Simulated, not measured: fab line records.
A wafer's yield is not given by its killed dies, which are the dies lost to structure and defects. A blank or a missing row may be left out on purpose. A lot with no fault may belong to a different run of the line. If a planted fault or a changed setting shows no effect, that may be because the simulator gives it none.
Which tool is to blame? -- flow sky130 -- 9 lots with 27 wafers sampled at 3 steps, on a route of 708 steps

== WHAT EACH GAUGE READ, for each wafer ==
SKY_SD_N_RS_MEAS_17: a four-point-probe measurement. Usual: for SD_P_RS the level is 147.1 ohm/sq and the standard deviation is 0.37.
lot,measured,on,SD_P_RS (ohm/sq),flag
L667,day 28 06:30,film-metro-04,147.1 147.0 146.9,
L670,day 29 07:59,film-metro-03,146.8 147.6 147.3,
L675,day 31 09:10,film-metro-04,146.8 147.4 147.1,
L676,day 31 19:16,film-metro-02,146.7 146.8 146.8,
L678,day 32 10:41,film-metro-02,147.6 147.4 147.4,
L684,day 34 01:20,film-metro-04,146.6 146.9 146.4,
L686,day 35 08:19,film-metro-02,147.3 147.7 146.9,
L687,day 35 17:01,film-metro-03,146.9 147.1 147.4,
L689,day 36 04:17,film-metro-04,147.0 147.1 146.8,

SKY_LOCAL_INTERCONNECT_THK_MEAS_02: measures by xrf. Usual: for LOCAL_INTERCONNECT_TIN_THK the level is 99.9 nm and the standard deviation is 1.3.
lot,measured,on,LOCAL_INTERCONNECT_TIN_THK (nm),flag
L667,day 29 13:22,film-metro-01,102.8 101.2 102.3,
L670,day 30 14:28,film-metro-01,100.1 99.7 100.1,
L675,day 32 15:04,film-metro-02,98.4 99.7 100.8,
L676,day 33 02:14,film-metro-01,97.9 97.7 98.4,
L678,day 33 16:28,film-metro-01,99.6 99.2 99.8,
L684,day 35 07:08,film-metro-02,99.8 101.3 101.9,
L686,day 36 13:25,film-metro-02,99.3 99.8 99.3,
L687,day 36 22:01,film-metro-01,100.6 101.2 100.0,
L689,day 37 09:22,film-metro-01,100.7 99.5 98.3,

== WHAT TOOL EACH LOT RAN ON (gives the tool, then ch and the chambers of the sampled wafers, and finally the start) ==
lot,SKY_LDD_HVN_STRIP_09
L667,"plasma-asher-02 ch 0,1, day 20 11:27"
L670,"plasma-asher-01 ch 0,1, day 21 17:03"
L675,"plasma-asher-02 ch 0, day 23 21:48"
L676,"plasma-asher-01 ch 0,1, day 24 10:21"
L678,"plasma-asher-02 ch 0,1, day 25 02:57"
L684,"plasma-asher-01 ch 0,1, day 26 20:26"
L686,"plasma-asher-04 ch 0,1, day 28 05:51"
L687,"plasma-asher-02 ch 0,1, day 28 16:50"
L689,"plasma-asher-01 ch 0,1, day 29 03:08"
- SKY_LDD_HVN_STRIP_09: strips in O2/N2.

== WHAT THE TOOLS THEMSELVES READ (means of the sampled wafers that have a number; where no wafer has one, the mark that the record gives instead) ==
SKY_LDD_HVN_STRIP_09. Usual: drypump-motor-current-A 5.2 A, standard deviation 0.33; oes-product-au 0.409 a.u., standard deviation 0.004; strip-time-to-endpoint-s 4.137 s, standard deviation 0.015.
lot,tool,drypump-motor-current-A (A),oes-product-au (a.u.),strip-time-to-endpoint-s (s),flag
L667,plasma-asher-02,5.3,0.410,4.139,
L670,plasma-asher-01,5.0,0.410,4.140,
L675,plasma-asher-02,5.1,0.408,4.128,
L676,plasma-asher-01,5.1,0.410,4.156,
L678,plasma-asher-02,5.2,0.411,4.144,
L684,plasma-asher-01,5.5,0.410,4.119,
L686,plasma-asher-04,5.0,0.404,4.117,
L687,plasma-asher-02,5.3,0.411,4.133,
L689,plasma-asher-01,5.5,0.407,4.129,

== THE ANSWER, worked out from the rows above alone ==
Rule: a lot is off if the mean of its wafers that have a number lies more than 3 standard deviations from the usual mean. A lot without any number at a reading at which 4 lots or more have one is off too. Any other lot the step has rows for is counted as sound. Order of review: gauges by route order, followed by the tools' own readings, for which a lot's mean as printed above is used. At the first step where some lot is off, the reading lying furthest off is the one used; lots without a number count as furthest.
No lot is off at any reading shown: from this, nothing can be told.

== WHAT HAD BEEN PUT IN BY THE SIMULATOR ==
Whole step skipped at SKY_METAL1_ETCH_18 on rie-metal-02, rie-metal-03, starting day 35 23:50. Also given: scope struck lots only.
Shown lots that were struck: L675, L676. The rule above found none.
